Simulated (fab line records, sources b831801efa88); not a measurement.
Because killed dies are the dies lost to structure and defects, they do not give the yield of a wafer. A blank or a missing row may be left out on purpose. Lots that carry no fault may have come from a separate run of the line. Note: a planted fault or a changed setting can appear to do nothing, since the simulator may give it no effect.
Chamber matching	flow sky130	SKY_LI_CONTACT_CMP_02 on cmp-02: 4 sister chambers
The step polishes PSG. 8 wafers are shown with their chamber, then 7 later ones without.

WAFERS WITH THEIR CHAMBER
wafer	chamber	motor current A (A)	time to endpoint s (s)
L774.1	2	13.6	35.1
L774.5	2	13.4	33.1
L775.2	0	13.5	33.5
L777.1	0	13.9	29.8
L777.3	3	12.2	29.9
L777.5	1	11.4	29.7
L778.1	3	12.0	31.0
L778.2	1	11.1	32.6

WAFERS MISSING THEIR CHAMBER
wafer	motor current A (A)	time to endpoint s (s)
L778.3	13.6	31.4
L781.2	11.9	36.9
L781.3	12.7	31.9
L781.5	11.7	34.1
L785.3	13.0	34.9
L785.4	12.7	34.4
L785.5	13.9	35.4

EACH ONE'S CHAMBER
wafer	from the rows above	in truth
L778.3	can't be placed: 0 or 2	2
L781.2	can't be placed: 3 or 1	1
L781.3	can't be placed: 3 or 2 or 0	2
L781.5	can't be placed: 1 or 3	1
L785.3	can't be placed: 2 or 0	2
L785.4	can't be placed: 3 or 2 or 0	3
L785.5	can't be placed: 2 or 0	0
Correctly placed: 0 of 7. Unplaceable from these rows: 7, with the true chamber sitting among the candidates in 7. Wrongly placed: 0.
How it was worked out, from the rows above alone: a wafer's distance from a chamber is the root of the sum, over the readings, of the square of ((its reading less the chamber's mean) divided by the reading's scatter). If the next closest chamber is less than 2 further off than the closest, the wafer can't be placed; otherwise it belongs to the closest. The mean given for a chamber averages the wafers shown for that chamber. How the scatter is found: for the shown wafers, subtract from each reading the mean of its chamber, square and add these, divide the total by (wafers less chambers), then take the root.
